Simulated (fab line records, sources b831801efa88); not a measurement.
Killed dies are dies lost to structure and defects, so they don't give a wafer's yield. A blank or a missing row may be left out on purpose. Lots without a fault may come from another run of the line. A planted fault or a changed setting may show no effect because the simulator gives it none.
A struck lot beside a sound one | flow sky130 | 15 steps out of a route of 708
Sound: wafers L115.2, L115.5, L115.6. Struck: wafers L121.3, L121.5, L121.6. The cause comes at the end.
At each step with rows: each side's tool, then ch and its chambers, then its first start. Under that, the readings that differ: sound wafers | struck wafers | difference of the means | sigmas: that difference in standard deviations of wafers without a fault.
alike: readings whose means differ by less than 2 such deviations, and words and numbers that are the same on both sides. not compared: withheld readings, readings that some wafer has no value for, bounds like >300 that may hide the same value, and numbers for which the record gives no deviation and whose values overlap.
The two part at a step that has a row with sigmas, a row that says differs or no value, or rows on one side only. Numbers that don't overlap but have no deviation are shown without sigmas and don't part them. A reading that every wafer of one side lacks parts them only if that side has two wafers or more.

first, 4 steps without rows for these wafers: SKY_RES_XHIGH_EXPOSE_04 (exposes mask URPM, target cd 1270 nm); SKY_RES_XHIGH_PEB_05; SKY_RES_XHIGH_DEVELOP_06 (develop time 60 s); SKY_RES_XHIGH_IMPLANT_07.
SKY_RES_XHIGH_STRIP_08: strips in O2/N2.
  sound on plasma_asher-02 ch 0,1, day 26 17:22; struck on plasma_asher-03 ch 0,1, day 31 08:44
  alike: drypump_motor_current_A, oes_product_au, strip_time_to_endpoint_s
  not compared: rf_hours_counter_h
SKY_RES_XHIGH_TW_MEAS_09:
  sound on film_metro-04, day 26 17:28; struck on film_metro-03, day 31 08:49
  alike: RES_XHIGH_TW
then, 6 steps without rows for these wafers: SKY_SD_N_DEHYDRATE_00 (time 60 s); SKY_SD_N_HMDS_01 (prime time 60 s); SKY_SD_N_COAT_02 (resist thk 1140 nm); SKY_SD_N_SOFTBAKE_03 (time 60 s); SKY_SD_N_EXPOSE_04 (exposes mask NSDM, target cd 380 nm); SKY_SD_N_PEB_05.
SKY_SD_N_DEVELOP_06: develop time 60 s.
  sound on litho_track-04 ch 0, day 27 22:20; struck on litho_track-04 ch 0, day 32 11:37
  reading              | sound             | struck            | difference | sigmas
  developer_temp_C (C) | 22.95 22.95 22.92 | 22.09 21.99 22.14 | -0.87      | -9
SKY_SD_N_CD_MEAS_07: target cd 380 nm.
  sound on cd_sem-01, day 27 22:29; struck on cd_sem-01, day 32 11:45
  alike: cd_nm
-- the record jumps here: 17 days lie between the struck wafers' starts before and after (it left off in module SD_N and takes up again in module PAD_OPEN, whose first step shown is number 708 of the route) --
SKY_PAD_OPEN_PROBE_99:
  sound on prober-02, day 45 21:04; struck on prober-01, day 49 03:43
  alike: killed_at_M0_to_M3, killed_at_M4_up, killed_at_contacts, killed_at_front_end, killed_at_other, killed_dies, killed_open, killed_short

WHERE THEY PART
Only at SKY_SD_N_DEVELOP_06, within this record. Later steps at which nothing parts them and some readings are alike: SKY_SD_N_CD_MEAS_07, SKY_PAD_OPEN_PROBE_99.

WHY: what the simulator had put in
Process parameter drift: litho_track-04, from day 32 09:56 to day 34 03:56, at SKY_SD_N_DEVELOP_06. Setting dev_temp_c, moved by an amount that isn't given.
